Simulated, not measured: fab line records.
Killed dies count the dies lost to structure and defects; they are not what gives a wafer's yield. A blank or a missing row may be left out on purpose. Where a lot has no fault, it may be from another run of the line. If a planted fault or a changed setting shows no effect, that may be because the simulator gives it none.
Matching of chambers ; flow gf180mcu ; rie-diel-02 running GF_POLY_GATE_ETCH_12: 4 sister chambers
The step etches BARC in N2/H2. 4 wafers are shown with their chamber, then 9 later ones without.

WAFERS, EACH WITH ITS CHAMBER
wafer;chamber;drypump-motor-current-A (A)
L502.5;2;6.2
L502.6;3;5.1
L506.3;0;5.6
L506.6;1;5.6

WAFERS WITH NO CHAMBER GIVEN
wafer;drypump-motor-current-A (A)
L507.1;5.1
L507.4;5.6
L507.5;5.6
L508.2;5.2
L508.5;6.2
L508.6;5.1
L509.1;6.2
L509.4;5.1
L509.6;6.2

EACH ONE'S CHAMBER
wafer;from the rows above;in truth
L507.1;3;3
L507.4;can't be placed: 0 or 1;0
L507.5;can't be placed: 0 or 1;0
L508.2;3;3
L508.5;2;2
L508.6;3;3
L509.1;2;2
L509.4;3;3
L509.6;2;2
Placed correctly: 7 of 9. From these rows, 2 cannot be placed; in 2 the true chamber is one of the candidates. Placed wrongly: 0.
How it was worked out, from the rows above alone: a wafer's distance from a chamber is the root of the sum, over the readings, of the square of ((its reading less the chamber's mean) divided by the reading's scatter). If the next closest chamber is less than 2 further off than the closest, the wafer can't be placed; otherwise it belongs to the closest. A chamber's mean is the mean of its shown wafers. The scatter (one wafer shown for each chamber): square how far every hidden wafer sits from the nearest shown wafer, average those squares and take the square root.
